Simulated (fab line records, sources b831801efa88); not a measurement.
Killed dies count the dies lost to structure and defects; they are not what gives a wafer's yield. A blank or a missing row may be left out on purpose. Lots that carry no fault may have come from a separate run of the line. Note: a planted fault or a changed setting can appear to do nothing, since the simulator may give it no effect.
Chamber matching + flow sfq_line + 4 sister chambers for SFQ_TRILAYER_I0_CMP_CMP_028 on cmp-01
The step polishes SiO2. 4 wafers are shown with their chamber, then 9 later ones without.

== EACH WAFER AND ITS CHAMBER ==
| wafer  | chamber | motor_current_A (A) |
|--------|---------|---------------------|
| L809.5 | 1       | 11.9                |
| L826.1 | 0       | 8.6                 |
| L826.2 | 3       | 10.1                |
| L826.5 | 2       | 10.7                |

== WAFERS WITH NO CHAMBER GIVEN ==
| wafer  | motor_current_A (A) |
|--------|---------------------|
| L828.2 | 10.3                |
| L828.4 | 10.1                |
| L828.5 | 12.0                |
| L829.1 | 12.2                |
| L829.2 | 9.0                 |
| L829.3 | 10.4                |
| L830.1 | 9.7                 |
| L830.2 | 8.7                 |
| L830.4 | 11.3                |

== THE CHAMBER EACH PASSED THROUGH ==
| wafer  | from the rows above          | in truth |
|--------|------------------------------|----------|
| L828.2 | can't be placed: 3 or 2      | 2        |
| L828.4 | can't be placed: 3 or 2      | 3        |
| L828.5 | 1                            | 1        |
| L829.1 | 1                            | 1        |
| L829.2 | 0                            | 0        |
| L829.3 | can't be placed: 2 or 3      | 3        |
| L830.1 | can't be placed: 3 or 2      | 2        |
| L830.2 | 0                            | 0        |
| L830.4 | can't be placed: 1 or 2 or 3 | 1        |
Correct placement for 4 of the 9. These rows do not allow placing 5 (true chamber among the candidates in 5). Number placed wrongly: 0.
How it was worked out, from the rows above alone: a wafer's distance from a chamber is the root of the sum, over the readings, of the square of ((its reading less the chamber's mean) divided by the reading's scatter). If the next closest chamber is less than 2 further off than the closest, the wafer can't be placed; otherwise it belongs to the closest. Each chamber's mean is taken over the wafers shown for it. The scatter (one wafer shown for each chamber): square how far every hidden wafer sits from the nearest shown wafer, average those squares and take the square root.
